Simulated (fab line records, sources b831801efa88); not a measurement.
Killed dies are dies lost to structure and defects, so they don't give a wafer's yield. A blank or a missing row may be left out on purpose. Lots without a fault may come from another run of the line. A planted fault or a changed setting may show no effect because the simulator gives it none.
Which tool did it? | flow gf180mcu | 13 lots, 39 wafers sampled, at 5 steps of a route of 602

WHAT THE GAUGES READ, wafer by wafer
GF_MIM_THK_MEAS_06.
lot  | measured     | on            | MIM_CVD_05_THK (nm)
L502 | day 24 16:36 | film_metro-03 | 41.9 42.6 42.6
L503 | day 25 03:42 | film_metro-03 | 41.4 42.2 42.2
L504 | day 25 07:31 | film_metro-02 | 42.3 42.4 42.5
L506 | day 25 17:51 | film_metro-02 | 41.9 42.4 42.8
L508 | day 26 12:25 | film_metro-01 | 42.0 41.8 42.5
L513 | day 28 10:57 | film_metro-01 | 39.4 40.5 42.7
L514 | day 29 00:10 | film_metro-03 | 41.7 39.9 42.4
L516 | day 29 13:17 | film_metro-03 | 41.6 41.1 41.8
L517 | day 29 17:54 | film_metro-02 | 41.5 42.2 42.2
L518 | day 29 23:41 | film_metro-03 | 43.2 42.0 43.1
L520 | day 30 03:49 | film_metro-03 | 42.5 41.3 42.3
L521 | day 30 10:44 | film_metro-02 | 40.6 42.1 41.3
L524 | day 31 01:43 | film_metro-03 | 40.9 41.7 42.6

GF_V5_THK_MEAS_01.
lot  | measured     | on            | V5_CVD_00_THK (nm)
L502 | day 26 11:27 | film_metro-03 | 295 303 297
L503 | day 26 22:37 | film_metro-04 | 296 297 296
L504 | day 27 02:07 | film_metro-03 | 299 301 308
L506 | day 27 10:46 | film_metro-04 | 305 302 294
L508 | day 28 06:01 | film_metro-04 | 295 298 296
L513 | day 30 02:24 | film_metro-04 | 301 297 302
L514 | day 30 15:15 | film_metro-04 | 304 301 305
L516 | day 31 02:41 | film_metro-01 | 298 296 299
L517 | day 31 07:59 | film_metro-03 | 295 301 298
L518 | day 31 12:55 | film_metro-03 | 302 306 304
L520 | day 31 16:54 | film_metro-04 | 298 303 306
L521 | day 31 23:37 | film_metro-01 | 301 302 301
L524 | day 32 13:20 | film_metro-01 | 300 300 302

WHICH TOOL RAN EACH LOT (tool, then ch and the chambers of the sampled wafers, then the start)
lot  | GF_M1_SPUTTER_00             | GF_V1_ETCH_17                                 | GF_MIM_CVD_05
L502 | pvd_sputter-03, day 16 09:35 | rie_diel-01 ch 0,1,3, day 24 16:34 or earlier | pecvd-04 ch 1,2, day 24 16:34
L503 | pvd_sputter-03, day 16 19:59 | rie_diel-01 ch 0,3, day 25 03:40 or earlier   | pecvd-02 ch 0,1, day 25 03:40
L504 | pvd_sputter-01, day 16 22:53 | rie_diel-04 ch 0,1,3, day 25 07:28 or earlier | pecvd-04 ch 1,2, day 25 07:28
L506 | pvd_sputter-03, day 17 11:20 | rie_diel-03 ch 0,3, day 25 17:48 or earlier   | pecvd-02 ch 0,1,2, day 25 17:48
L508 | pvd_sputter-01, day 18 08:05 | rie_diel-01 ch 0,1,3, day 26 12:23 or earlier | pecvd-02 ch 0,2, day 26 12:23
L513 | pvd_sputter-01, day 20 16:14 | rie_diel-04 ch 0,3, day 28 10:55 or earlier   | pecvd-02 ch 0,1,2, day 28 10:55
L514 | pvd_sputter-04, day 21 08:56 | rie_diel-03 ch 0,1,2, day 29 00:07 or earlier | pecvd-02 ch 0,1,2, day 29 00:07
L516 | pvd_sputter-01, day 22 00:17 | rie_diel-04 ch 1,2,3, day 29 13:14 or earlier | pecvd-04 ch 0,1, day 29 13:14
L517 | pvd_sputter-04, day 22 04:58 | rie_diel-01 ch 0,2,3, day 29 17:52 or earlier | pecvd-04 ch 1,2, day 29 17:52
L518 | pvd_sputter-04, day 22 11:16 | rie_diel-03 ch 1,3, day 29 23:39 or earlier   | pecvd-03 ch 0,2, day 29 23:39
L520 | pvd_sputter-04, day 22 17:10 | rie_diel-04 ch 1,2,3, day 30 03:46 or earlier | pecvd-03 ch 0,1,2, day 30 03:46
L521 | pvd_sputter-04, day 23 02:01 | rie_diel-01 ch 0,2,3, day 30 10:41 or earlier | pecvd-04 ch 0,2, day 30 10:41
L524 | pvd_sputter-04, day 23 22:28 | rie_diel-01 ch 2,3, day 31 01:41 or earlier   | pecvd-04 ch 0,2, day 31 01:41
- GF_M1_SPUTTER_00: material Ti, target thk 37.5 nm, time 150 s.
- GF_V1_ETCH_17: etches SiO2 in C4F8/O2/Ar, stops on TiN, target depth 630 nm.
- GF_MIM_CVD_05: deposits Si3N4, target thk 42 nm, time 29.086 s.

WHAT THE TOOLS THEMSELVES READ (means of the sampled wafers that have a number; where no wafer has one, the mark that the record gives instead)
GF_M1_SPUTTER_00.
lot  | tool           | throttle_valve_pct (%)
L502 | pvd_sputter-03 | 30.4
L503 | pvd_sputter-03 | 30.7
L504 | pvd_sputter-01 | 30.8
L506 | pvd_sputter-03 | 30.6
L508 | pvd_sputter-01 | 29.4
L513 | pvd_sputter-01 | 29.5
L514 | pvd_sputter-04 | 29.7
L516 | pvd_sputter-01 | 29.6
L517 | pvd_sputter-04 | 29.7
L518 | pvd_sputter-04 | 30.0
L520 | pvd_sputter-04 | 29.1
L521 | pvd_sputter-04 | 29.9
L524 | pvd_sputter-04 | 29.7

GF_V1_ETCH_17.
lot  | tool        | oes_product_au (a.u.)
L502 | rie_diel-01 | 0.856
L503 | rie_diel-01 | 0.855
L504 | rie_diel-04 | 0.854
L506 | rie_diel-03 | 0.854
L508 | rie_diel-01 | 0.857
L513 | rie_diel-04 | 0.856
L514 | rie_diel-03 | 0.855
L516 | rie_diel-04 | 0.854
L517 | rie_diel-01 | 0.850
L518 | rie_diel-03 | 0.855
L520 | rie_diel-04 | 0.859
L521 | rie_diel-01 | 0.854
L524 | rie_diel-01 | 0.854

GF_MIM_CVD_05.
lot  | tool     | heater_power_w (W)
L502 | pecvd-04 | 708
L503 | pecvd-02 | 655
L504 | pecvd-04 | 643
L506 | pecvd-02 | 672
L508 | pecvd-02 | 763
L513 | pecvd-02 | 722
L514 | pecvd-02 | 663
L516 | pecvd-04 | 595
L517 | pecvd-04 | 630
L518 | pecvd-03 | 594
L520 | pecvd-03 | 677
L521 | pecvd-04 | 691
L524 | pecvd-04 | 718

THE ANSWER, worked out from the rows above alone
Rule: what is usual is taken from the lots themselves. Put in order of their means at a reading, lots are off if they are a third of the lots or fewer, leave a main group of 4 or more, and stand apart from it by a gap of 3 or more times the standard deviation of the main group's means; of several such gaps the widest counts. A main group whose means are all the same, to the digits that the tables above print for the reading, isn't used. A lot without any number at a reading at which 4 lots or more have one is off too. The other lots that the step has rows for count as sound. The gauges are gone through in route order, then the tools' own readings, and for those a lot's mean is taken as printed above. The first step at which some lot is off is used, and at that step the reading that is off furthest; a lot without a number counts as furthest.
No lot is off at any reading shown: from this, nothing can be told.

WHAT THE SIMULATOR HAD PUT IN
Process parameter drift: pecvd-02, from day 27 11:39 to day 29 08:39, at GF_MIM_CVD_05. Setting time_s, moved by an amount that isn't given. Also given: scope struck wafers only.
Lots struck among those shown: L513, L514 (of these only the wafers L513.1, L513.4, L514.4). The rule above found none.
